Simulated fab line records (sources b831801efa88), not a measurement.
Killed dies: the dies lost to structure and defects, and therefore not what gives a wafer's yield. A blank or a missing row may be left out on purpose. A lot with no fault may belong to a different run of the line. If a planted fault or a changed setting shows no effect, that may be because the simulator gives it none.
fab line records + flow sky130
record:
- lots: 6
- wafers: 18
- last-day: 50
route steps=708 shown METAL2@495 VIA2@507
lots untouched by any fault: they come from a run of this same line in which no faults occurred
start-h: start of the lot's first displayed wafer, in hours after the record's first day + wait-h: time in hours since the lot's previous step + " the same as in the row above + L1.1+2: a row that stands for several wafers + - no value, or no start given + * or withheld: withheld + < > ~ a bound
route shown NAME@n: a module of which the file shows steps, and the number in the route of the first + usual: average and standard deviation across the fault-free wafers + same: alike in all rows + chamber/n: place in a boat + sites: the reading at each site + _std_site: standard deviation of those values + _edge_site: outer sites' mean less inner sites' + radius-mm: how far each site lies from the wafer's centre + mask NAME#n: copy n + behind: the last tool/chamber to shape the wafer + hold: cause of the lot's hold/its duration in hours/its outcome + device: transistor that didn't switch, given as n, p or np + end of line: the route-end tests of the same wafers + step lacking rows: just its recipe + killed: dies lost to structure and defects at the first sort, not the wafer's yield + map: per-die view of a wafer (x killed, . not killed, _ where there is no die)
set.NAME: the setting the step ran with; set.NAME@STEP: the setting that earlier step ran with + model.NAME: the simulator's own value behind a step, which no gauge read
certain route steps with their lots: each step a table, each wafer a row
services: from which hour (start-h, from the record's first day; less than 0 if before it) a tool's chamber was out of use, for how many hours, and why
== steps ==
step: SKY_METAL2_EXPOSE_12
recipe:
- mask-id: MM2
- na: 0.8
- source-shape: annular
- sigma-inner: 0.55
- sigma-outer: 0.85
- target-cd-nm: 140
- dose-mj: 28
step: SKY_METAL2_PEB_13
recipe:
- peb-temp-c: withheld
- peb-time-s: withheld
- resist: KrF-thick
step: SKY_METAL2_DEVELOP_14
recipe:
- develop-time-s: 60
- resist: KrF-thick
- dev-temp-c: 21
step: SKY_METAL2_CD_MEAS_15
recipe:
- target-cd-nm: 140
usual:
- cd-nm: 140.1/1.3
| lot.wafer | tool      | chamber | start-h | wait-h | cd-nm |
|-----------|-----------|---------|---------|--------|-------|
| L389.2    | cd-sem-02 | -       | 828.04  | -      | 139.6 |
| L389.3    | "         | -       | "       | "      | 140.5 |
| L389.5    | "         | -       | "       | "      | 140.0 |
| L401.2    | cd-sem-01 | -       | 918.00  | -      | 141.0 |
| L401.3    | "         | -       | "       | "      | 141.8 |
| L401.6    | "         | -       | "       | "      | 140.4 |
| L402.3    | cd-sem-01 | -       | 923.44  | -      | 139.6 |
| L402.4    | "         | -       | "       | "      | 140.3 |
| L402.6    | "         | -       | "       | "      | 139.7 |
| L408.2    | cd-sem-02 | -       | 967.89  | -      | 138.7 |
| L408.3    | "         | -       | "       | "      | 139.2 |
| L408.6    | "         | -       | "       | "      | 138.8 |
| L411.3    | cd-sem-01 | -       | 986.26  | -      | 142.1 |
| L411.4    | "         | -       | "       | "      | 141.5 |
| L411.6    | "         | -       | "       | "      | 141.7 |
| L412.1    | cd-sem-01 | -       | 991.80  | -      | 139.7 |
| L412.3    | "         | -       | "       | "      | 140.4 |
| L412.6    | "         | -       | "       | "      | 139.9 |
step: SKY_METAL2_OVL_MEAS_16
usual:
- METAL2_OVL: 3/4.6
| lot.wafer | tool       | chamber | start-h | wait-h | METAL2_OVL[nm] |
|-----------|------------|---------|---------|--------|----------------|
| L389.2    | overlay-01 | -       | 828.14  | 0.1    | 5              |
| L389.3    | "          | -       | "       | "      | 10             |
| L389.5    | "          | -       | "       | "      | 10             |
| L401.2    | overlay-01 | -       | 918.10  | 0.1    | 14             |
| L401.3    | "          | -       | "       | "      | 12             |
| L401.6    | "          | -       | "       | "      | 11             |
| L402.3    | overlay-01 | -       | 923.53  | 0.1    | 1              |
| L402.4    | "          | -       | "       | "      | -2             |
| L402.6    | "          | -       | "       | "      | 1              |
| L408.2    | overlay-02 | -       | 967.99  | 0.1    | 8              |
| L408.3    | "          | -       | "       | "      | 9              |
| L408.6    | "          | -       | "       | "      | -2             |
| L411.3    | overlay-02 | -       | 986.35  | 0.1    | -1             |
| L411.4    | "          | -       | "       | "      | -1             |
| L411.6    | "          | -       | "       | "      | 2              |
| L412.1    | overlay-01 | -       | 991.92  | 0.1    | 11             |
| L412.3    | "          | -       | "       | "      | 11             |
| L412.6    | "          | -       | "       | "      | 6              |
step: SKY_METAL2_DESCUM_17
recipe:
- chemistry: O2
- source-power-w: 150
- bias-power-w: 0
- pressure-mtorr: 10
- temp-c: 40
- time-s: 8
usual:
- drypump-motor-current-A: 5.99/0.26
- oes-product-au: 1.002/0.0092
same:
- time-s: 8
| lot.wafer | tool         | chamber | start-h | wait-h | drypump-motor-current-A | oes-product-au | rf-hours-counter-h |
|-----------|--------------|---------|---------|--------|-------------------------|----------------|--------------------|
| L389.2    | rie-metal-03 | 0       | 828.17  | 0.0    | 6.22                    | 1.005          | 17                 |
| L389.3    | "            | 1       | "       | "      | 6.07                    | 1.004          | -                  |
| L389.5    | "            | 0       | "       | "      | 6.20                    | 1.005          | -                  |
| L401.2    | rie-metal-01 | 0       | 918.13  | 0.0    | 5.80                    | 1.002          | 2                  |
| L401.3    | "            | 0       | "       | "      | 5.81                    | 0.998          | -                  |
| L401.6    | "            | 0       | "       | "      | 5.82                    | 1.009          | -                  |
| L402.3    | rie-metal-03 | 1       | 923.57  | 0.0    | 6.09                    | 1.010          | -                  |
| L402.4    | "            | 0       | "       | "      | 6.19                    | 1.009          | -                  |
| L402.6    | "            | 1       | "       | "      | 6.08                    | 1.005          | -                  |
| L408.2    | rie-metal-01 | 1       | 968.02  | 0.0    | 5.58                    | 1.010          | 7                  |
| L408.3    | "            | 1       | "       | "      | 5.62                    | 1.005          | -                  |
| L408.6    | "            | 0       | "       | "      | 5.75                    | 0.997          | -                  |
| L411.3    | rie-metal-03 | 1       | 986.38  | 0.0    | 6.11                    | 0.991          | -                  |
| L411.4    | "            | 0       | "       | "      | 6.20                    | 1.007          | -                  |
| L411.6    | "            | 1       | "       | "      | 6.10                    | 0.994          | -                  |
| L412.1    | rie-metal-03 | 1       | 991.96  | 0.0    | 6.10                    | 0.999          | 0                  |
| L412.3    | "            | 1       | "       | "      | 6.13                    | 1.000          | -                  |
| L412.6    | "            | 0       | "       | "      | 6.17                    | 1.009          | -                  |
step: SKY_METAL2_ETCH_18
recipe:
- chemistry: N2/H2
- target: BARC
- ion-energy-ev: 200
- bias-w: 100
- pressure-mtorr: 30
- n2-flow-sccm: 100
- h2-flow-sccm: 200
- icp-w: 500
- stop-on: SiO2
- time-s: 45.9
- target-depth-a: 600
usual:
- drypump-motor-current-A: 6.00/0.26
- oes-product-au: 0.855/0.0047
- throttle-valve-pct: 13.225/0.009
same:
- time-s: 45.9
| lot.wafer | tool         | chamber | start-h | wait-h | drypump-motor-current-A | oes-product-au | rf-hours-counter-h | throttle-valve-pct |
|-----------|--------------|---------|---------|--------|-------------------------|----------------|--------------------|--------------------|
| L389.2    | rie-metal-03 | 0       | 828.20  | 0.0    | 6.19                    | 0.854          | 17                 | 13.224             |
| L389.3    | "            | 1       | "       | "      | 6.11                    | 0.851          | -                  | 13.211             |
| L389.5    | "            | 0       | "       | "      | 6.21                    | 0.855          | -                  | 13.225             |
| L401.2    | rie-metal-01 | 0       | 918.17  | 0.0    | 5.80                    | 0.852          | 2                  | 13.218             |
| L401.3    | "            | 0       | "       | "      | 5.79                    | 0.848          | -                  | 13.236             |
| L401.6    | "            | 0       | "       | "      | 5.82                    | 0.856          | -                  | 13.211             |
| L402.3    | rie-metal-03 | 1       | 923.61  | 0.0    | 6.10                    | 0.855          | -                  | 13.218             |
| L402.4    | "            | 0       | "       | "      | 6.18                    | 0.852          | -                  | 13.227             |
| L402.6    | "            | 1       | "       | "      | 6.12                    | 0.865          | -                  | 13.220             |
| L408.2    | rie-metal-01 | 1       | 968.05  | 0.0    | 5.61                    | 0.849          | 7                  | 13.213             |
| L408.3    | "            | 1       | "       | "      | 5.64                    | 0.855          | -                  | 13.219             |
| L408.6    | "            | 0       | "       | "      | 5.83                    | 0.858          | -                  | 13.231             |
| L411.3    | rie-metal-03 | 1       | 986.43  | 0.0    | 6.09                    | 0.851          | -                  | 13.222             |
| L411.4    | "            | 0       | "       | "      | 6.20                    | 0.847          | -                  | 13.235             |
| L411.6    | "            | 1       | "       | "      | 6.13                    | 0.849          | -                  | 13.240             |
| L412.1    | rie-metal-03 | 1       | 991.99  | 0.0    | 6.10                    | 0.856          | 0                  | 13.215             |
| L412.3    | "            | 1       | "       | "      | 6.11                    | 0.856          | -                  | 13.224             |
| L412.6    | "            | 0       | "       | "      | 6.23                    | 0.854          | -                  | 13.233             |
step: SKY_METAL2_METAL_ETCH_19
recipe:
- target-depth-a: 3600
- stop-on: SiO2
- over-etch-frac: 0.3
- time-s: 78
- chemistry: Cl2/BCl3
- resist-sidewall-deg: 88
- pressure-mtorr: 10
- icp-w: 900
- bias-w: 48.5
- Cl2_flow_sccm: 60
- bcl3-flow-sccm: 30
usual:
- drypump-motor-current-A: 5.99/0.26
- oes-product-au: 0.854/0.0058
- throttle-valve-pct: 22.265/0.011
same:
- time-s: 78
| lot.wafer | tool         | chamber | start-h | wait-h | drypump-motor-current-A | oes-product-au | rf-hours-counter-h | throttle-valve-pct |
|-----------|--------------|---------|---------|--------|-------------------------|----------------|--------------------|--------------------|
| L389.2    | rie-metal-03 | 0       | 828.27  | 0.0    | 6.20                    | 0.849          | 17                 | 22.258             |
| L389.3    | "            | 1       | "       | "      | 6.11                    | 0.854          | -                  | 22.262             |
| L389.5    | "            | 0       | "       | "      | 6.18                    | 0.843          | -                  | 22.265             |
| L401.2    | rie-metal-01 | 0       | 918.23  | 0.0    | 5.76                    | 0.850          | 2                  | 22.260             |
| L401.3    | "            | 0       | "       | "      | 5.77                    | 0.860          | -                  | 22.273             |
| L401.6    | "            | 0       | "       | "      | 5.77                    | 0.849          | -                  | 22.277             |
| L402.3    | rie-metal-03 | 1       | 923.68  | 0.1    | 6.08                    | 0.862          | -                  | 22.261             |
| L402.4    | "            | 0       | "       | "      | 6.22                    | 0.862          | -                  | 22.275             |
| L402.6    | "            | 1       | "       | "      | 6.10                    | 0.857          | -                  | 22.275             |
| L408.2    | rie-metal-01 | 1       | 968.12  | 0.0    | 5.60                    | 0.860          | 7                  | 22.278             |
| L408.3    | "            | 1       | "       | "      | 5.59                    | 0.844          | -                  | 22.289             |
| L408.6    | "            | 0       | "       | "      | 5.79                    | 0.850          | -                  | 22.254             |
| L411.3    | rie-metal-03 | 1       | 986.50  | 0.1    | 6.11                    | 0.857          | -                  | 22.278             |
| L411.4    | "            | 0       | "       | "      | 6.19                    | 0.859          | -                  | 22.269             |
| L411.6    | "            | 1       | "       | "      | 6.11                    | 0.858          | -                  | 22.268             |
| L412.1    | rie-metal-03 | 1       | 992.05  | 0.0    | 6.09                    | 0.861          | 0                  | 22.244             |
| L412.3    | "            | 1       | "       | "      | 6.09                    | 0.867          | -                  | 22.225             |
| L412.6    | "            | 0       | "       | "      | 6.21                    | 0.866          | -                  | 22.267             |
step: SKY_METAL2_STRIP_20
recipe:
- chemistry: O2/N2
- power-w: 1400
- pressure-mtorr: 1500
- platen-temp-c: withheld
- o2-flow-sccm: 3000
- n2-flow-sccm: 300
- overash-fraction: 0.5
usual:
- drypump-motor-current-A: 5.7/0.45
- oes-product-au: 0.342/0.0047
- strip-time-to-endpoint-s: 2.69/0.035
| lot.wafer | tool            | chamber | start-h | wait-h | drypump-motor-current-A | oes-product-au | rf-hours-counter-h | strip-time-to-endpoint-s |
|-----------|-----------------|---------|---------|--------|-------------------------|----------------|--------------------|--------------------------|
| L389.2    | plasma-asher-01 | 0       | 828.36  | 0.1    | 6.3                     | 0.341          | 40                 | 2.69                     |
| L389.3    | "               | 0       | "       | "      | 6.3                     | 0.347          | -                  | 2.70                     |
| L389.5    | "               | 0       | "       | "      | 6.3                     | 0.344          | -                  | 2.71                     |
| L401.2    | plasma-asher-01 | 0       | 918.32  | 0.1    | 6.3                     | 0.342          | 48                 | 2.70                     |
| L401.3    | "               | 0       | "       | "      | 6.3                     | 0.346          | -                  | 2.70                     |
| L401.6    | "               | 1       | "       | "      | 5.1                     | 0.352          | -                  | 2.67                     |
| L402.3    | plasma-asher-01 | 0       | 923.77  | 0.1    | 6.3                     | 0.344          | -                  | 2.67                     |
| L402.4    | "               | 1       | "       | "      | 5.2                     | 0.335          | -                  | 2.68                     |
| L402.6    | "               | 0       | "       | "      | 6.3                     | 0.341          | -                  | 2.70                     |
| L408.2    | plasma-asher-02 | 0       | 968.21  | 0.1    | 5.7                     | 0.346          | 81                 | 2.62                     |
| L408.3    | "               | 0       | "       | "      | 5.7                     | 0.336          | -                  | 2.63                     |
| L408.6    | "               | 0       | "       | "      | 5.7                     | 0.338          | -                  | 2.65                     |
| L411.3    | plasma-asher-02 | 0       | 986.59  | 0.1    | 5.7                     | 0.340          | -                  | 2.75                     |
| L411.4    | "               | 1       | "       | "      | 6.3                     | 0.346          | -                  | 2.66                     |
| L411.6    | "               | 0       | "       | "      | 5.7                     | 0.343          | -                  | 2.73                     |
| L412.1    | plasma-asher-04 | 1       | 992.14  | 0.1    | 5.7                     | 0.340          | 118                | 2.76                     |
| L412.3    | "               | 1       | "       | "      | 5.7                     | 0.340          | -                  | 2.74                     |
| L412.6    | "               | 1       | "       | "      | 5.7                     | 0.344          | -                  | 2.66                     |
step: SKY_METAL2_STRIP_21
recipe:
- chemistry: post-etch-residue-remover
- time-s: 1200
- temp-c: 72.5
step: SKY_METAL2_CLEAN_22
recipe:
- chemistry: IPA
- time-s: 180
- temp-c: 25
step: SKY_METAL2_CLEAN_23
recipe:
- chemistry: O3/DIW
- dry: n2-spin
step: SKY_VIA2_HDPCVD_00
recipe:
- material: SiO2
- target-thk-nm: 1180
- sigma-open-frac: 0.3
- time-s: 196.7
- temp-c: 400
- sih4-flow-sccm: 60
- pressure-mtorr: 6
usual:
- sih4-flow-sccm: 60.00/0.18
- susceptor-temp-C: 400.01/0.2
same:
- time-s: 196.7
| lot.wafer | tool      | chamber | start-h | wait-h | sih4-flow-sccm | susceptor-temp-C | model.SiO2_of_VIA2_HDPCVD_00.thk-nm |
|-----------|-----------|---------|---------|--------|----------------|------------------|-------------------------------------|
| L389.2    | hdpcvd-01 | 2       | 828.95  | 0.0    | 59.86          | 400.28           | 1162                                |
| L389.3    | "         | 1       | "       | "      | 59.66          | 400.14           | 1152                                |
| L389.5    | "         | 0       | "       | "      | 59.84          | 399.82           | 1174                                |
| L401.2    | hdpcvd-01 | 2       | 918.91  | 0.0    | 90.01          | 399.96           | 1767                                |
| L401.3    | "         | 1       | "       | "      | 90.10          | 399.83           | 1763                                |
| L401.6    | "         | 1       | "       | "      | 90.08          | 400.02           | 1761                                |
| L402.3    | hdpcvd-01 | 2       | 924.33  | 0.0    | 90.04          | 399.98           | 1779                                |
| L402.4    | "         | 2       | "       | "      | 90.12          | 399.94           | 1787                                |
| L402.6    | "         | 1       | "       | "      | 90.13          | 399.64           | 1773                                |
| L408.2    | hdpcvd-02 | 0       | 968.86  | 0.0    | 59.86          | 399.99           | 1184                                |
| L408.3    | "         | 2       | "       | "      | 59.69          | 400.12           | 1188                                |
| L408.6    | "         | 0       | "       | "      | 59.91          | 400.06           | 1177                                |
| L411.3    | hdpcvd-02 | 2       | 987.22  | 0.0    | 60.19          | 400.14           | 1178                                |
| L411.4    | "         | 1       | "       | "      | 59.64          | 399.88           | 1203                                |
| L411.6    | "         | 2       | "       | "      | 60.12          | 399.83           | 1185                                |
| L412.1    | hdpcvd-02 | 2       | 992.74  | 0.0    | 59.87          | 400.05           | 1186                                |
| L412.3    | "         | 1       | "       | "      | 60.11          | 400.31           | 1204                                |
| L412.6    | "         | 1       | "       | "      | 60.10          | 400.35           | 1195                                |
step: SKY_VIA2_THK_MEAS_01
recipe:
- reads: SiO2_of_VIA2_HDPCVD_00
usual:
- VIA2_HDPCVD_THK: 1179/12
| lot.wafer | tool          | chamber | start-h | wait-h | VIA2_HDPCVD_THK[nm] |
|-----------|---------------|---------|---------|--------|---------------------|
| L389.2    | film-metro-04 | -       | 829.08  | 0.1    | 1162                |
| L389.3    | "             | -       | "       | "      | 1151                |
| L389.5    | "             | -       | "       | "      | 1174                |
| L401.2    | film-metro-01 | -       | 919.05  | 0.1    | 1768                |
| L401.3    | "             | -       | "       | "      | 1762                |
| L401.6    | "             | -       | "       | "      | 1761                |
| L402.3    | film-metro-01 | -       | 924.48  | 0.1    | 1780                |
| L402.4    | "             | -       | "       | "      | 1788                |
| L402.6    | "             | -       | "       | "      | 1773                |
| L408.2    | film-metro-01 | -       | 968.99  | 0.1    | 1184                |
| L408.3    | "             | -       | "       | "      | 1188                |
| L408.6    | "             | -       | "       | "      | 1177                |
| L411.3    | film-metro-04 | -       | 987.36  | 0.1    | 1177                |
| L411.4    | "             | -       | "       | "      | 1204                |
| L411.6    | "             | -       | "       | "      | 1184                |
| L412.1    | film-metro-04 | -       | 992.87  | 0.1    | 1186                |
| L412.3    | "             | -       | "       | "      | 1206                |
| L412.6    | "             | -       | "       | "      | 1194                |
step: SKY_VIA2_CMP_02
recipe:
- material: SiO2
- down-force-psi: 4
- platen-rpm: 60
- pad-velocity-m-s: 0.94248
usual:
- head-pressure-psi: 4.001/0.0084
- motor-current-A: 12.8/1.1
| lot.wafer | tool   | chamber | start-h | wait-h | head-pressure-psi | motor-current-A |
|-----------|--------|---------|---------|--------|-------------------|-----------------|
| L389.2    | cmp-01 | 3       | 829.13  | 0.0    | 4.005             | 12.4            |
| L389.3    | "      | 1       | "       | "      | 3.988             | 15.1            |
| L389.5    | "      | 0       | "       | "      | 3.994             | 13.4            |
| L401.2    | cmp-01 | 0       | 919.15  | 0.1    | 4.012             | 12.9            |
| L401.3    | "      | 1       | "       | "      | 3.997             | 14.4            |
| L401.6    | "      | 3       | "       | "      | 4.006             | 12.9            |
| L402.4    | cmp-01 | 0       | 924.63  | 0.1    | 3.981             | 13.7            |
| L402.3    | "      | 1       | "       | "      | 3.997             | 13.9            |
| L402.6    | "      | 3       | "       | "      | 4.008             | 12.1            |
| L408.3    | cmp-01 | 3       | 969.07  | 0.1    | 4.008             | 12.5            |
| L408.2    | "      | 1       | "       | "      | 4.007             | 14.4            |
| L408.6    | "      | 3       | "       | "      | 4.001             | 12.5            |
| L411.3    | cmp-02 | 2       | 987.50  | 0.1    | 4.004             | 11.8            |
| L411.4    | "      | 3       | "       | "      | 4.001             | 13.3            |
| L411.6    | "      | 1       | "       | "      | 3.996             | 11.2            |
| L412.3    | cmp-01 | 1       | 992.93  | 0.0    | 4.002             | 14.8            |
| L412.1    | "      | 3       | "       | "      | 4.004             | 12.7            |
| L412.6    | "      | 2       | "       | "      | 4.021             | 12.5            |
== services ==
| tool            | chamber | start-h | hours | kind           |
|-----------------|---------|---------|-------|----------------|
| rie-metal-03    | -       | 805.44  | 0.8   | repair         |
| cmp-01          | -       | 808.35  | 1.1   | repair         |
| plasma-asher-04 | -       | 834.18  | 2.5   | repair         |
| rie-metal-01    | -       | 836.05  | 1.3   | repair         |
| cmp-01          | -       | 838.99  | 16.3  | pm             |
| plasma-asher-02 | -       | 844.20  | 8.1   | repair         |
| rie-metal-03    | 0       | 847.66  | -     | clean          |
| rie-metal-03    | 0       | 847.66  | 23.2  | scheduled-down |
| rie-metal-03    | -       | 867.09  | 0.2   | repair         |
| plasma-asher-01 | -       | 888.95  | 8.0   | repair         |
| cmp-02          | -       | 908.09  | 6.3   | pm             |
| cmp-01          | -       | 912.00  | 4.0   | pm             |
| cmp-01          | -       | 916.02  | 2.4   | repair         |
| cmp-02          | -       | 918.61  | 13.6  | pm             |
| cmp-02          | -       | 932.69  | 1.0   | repair         |
| cmp-01          | -       | 935.71  | 1.2   | repair         |
| cmp-02          | -       | 938.67  | 4.1   | repair         |
| hdpcvd-01       | -       | 945.28  | 0.6   | repair         |
| rie-metal-03    | -       | 948.42  | 2.8   | pm             |
| hdpcvd-02       | -       | 950.25  | 15.0  | pm             |
| cmp-02          | -       | 958.65  | 0.3   | repair         |
| plasma-asher-02 | -       | 972.37  | 0.5   | repair         |
| cmp-01          | -       | 981.61  | 0.7   | repair         |
| hdpcvd-01       | -       | 986.07  | 1.4   | repair         |
== key ==
first-sign:
- step: SKY_VIA2_HDPCVD_00
- reading: sih4-flow-sccm
- direction: up
- sigmas: 99+
- usual: 60.00
- struck: 90.08
effect:
- step: SKY_VIA2_THK_MEAS_01
- reading: VIA2_HDPCVD_THK
- direction: up
- sigmas: 48
- usual: 1179
- struck: 1772
model-effect:
- step: SKY_VIA2_HDPCVD_00
- value: SiO2_of_VIA2_HDPCVD_00.thk-nm
- without: 1182
- struck: 1772
met-at SKY_VIA2_HDPCVD_00
struck-wafers L401.2,L401.3,L401.6,L402.3,L402.4,L402.6
onset-between 828.95 918.91
fault:
- kind: process-parameter-drift
- tool: hdpcvd-01
- chamber: -
- onset-h: 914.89
- steps: SKY_VIA2_HDPCVD_00
- channel: sih4-flow-sccm
- offset: 30
- shape: step
- end-h: 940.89
- acts-in: these-recipes-only
- stated: 60
